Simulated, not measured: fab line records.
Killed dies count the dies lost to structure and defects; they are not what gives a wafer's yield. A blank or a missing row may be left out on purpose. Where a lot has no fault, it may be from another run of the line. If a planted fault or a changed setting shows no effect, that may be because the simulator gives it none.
Code-filled problem report in 8D (eight disciplines) form ; flow gf180mcu ; the parts of the form that need people (team, actions taken, sign-off) are left out

1. THE ISSUE
Mean V2_W_RS at GF_V2_RS_MEAS_24: 0.349 ohm/sq over 6 wafers in 2 lots; fault-free wafers: 0.327 ohm/sq, standard deviation 0.0031. Measured from the usual mean, that is +7.3 standard deviations.
The step: measures by four-point-probe.
The first sign was on wafer L599.2 at day 23 21:27, on film metro-04. Wafers with a number at this step in the record: 36, from 12 lots. Rule for "out" (also "out of limits"): further than 4 standard deviations from the usual mean. All remaining wafers that have a number are taken as sound.

2. WHAT IT IS AND WHAT IT IS NOT
question;is;is not
which readings at this step;V2_W_RS;-
which lots;L599, L600;L591, L593, L594, L596, L597, L601, L609, L610, L611, L612
which wafers of those lots;all that have a number;-
read on which gauges;film metro-04;film metro-03
when;from day 23 21:27;"up to then (15 sound wafers); but 15 sound wafers of L601, L609, L610, L611, L612 came after"

3. SUSPECTS, AND WHAT RULES EACH OUT
Counting: any tool at a process step up to the reading is kept as a suspect provided that every lot that is out went through it and no sound lot did after the first of them.
- the gauge at GF_V2_RS_MEAS_24 is ruled out. All the wafers that are out were read on film metro-04, but those of them that GF_V2_CVD_23 has rows for are out there too, on other tools.
- cvd w-02 at GF_V2_CVD_23 (deposits W, target thk 350 nm, time 104.94 s): ruled out as a lasting fault. Following L599 (day 23 21:19), the first lot on it that is out, the sound lots L610, L611, L612 were run on it.
Left after counting: nothing in the record.

4. THE CAUSE (what the simulator had put in)
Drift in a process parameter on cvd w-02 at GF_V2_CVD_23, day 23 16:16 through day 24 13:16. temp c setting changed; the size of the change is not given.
Counting ruled it out, wrongly: the rule takes a fault to strike every lot that its tool runs from its start on, and this one did not.

5. SEQUENCE OF EFFECTS, ordered by route
Each row: a reading where the mean over the struck wafers with a number is more than 3 standard deviations away from the usual. Only readings whose record carries a usual standard deviation are examined. hours: median over the lots of the time between each lot's start at the first step of this table that gives one and its start at this step. sigmas: the change, counted in usual standard deviations.
hours;step;reading;usual;on struck wafers;change;sigmas
0;GF_V2_CVD_23;susceptor temp C;399.99 C;396.75;-3.25;-15
0;GF_V2_RS_MEAS_24;V2_W_RS;0.327 ohm/sq;0.349;+0.022;+7.3
0;GF_V2_THK_MEAS_25;V2_W_THK;353 nm;330;-23;-5.8
Here are the process steps it includes:
- GF_V2_CVD_23: deposits W, target thk 350 nm, time 104.94 s.

6. HOW IT WOULD HAVE BEEN CAUGHT EARLIER
In this record the first reading out of limits at a measuring or inspecting step was taken at day 23 21:27, 5 hours after the fault began at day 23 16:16.
The tool's own readings at GF_V2_CVD_23 were out on every struck wafer that the step has a row for (susceptor temp C): an alarm limit on them would have fired on the first of those.
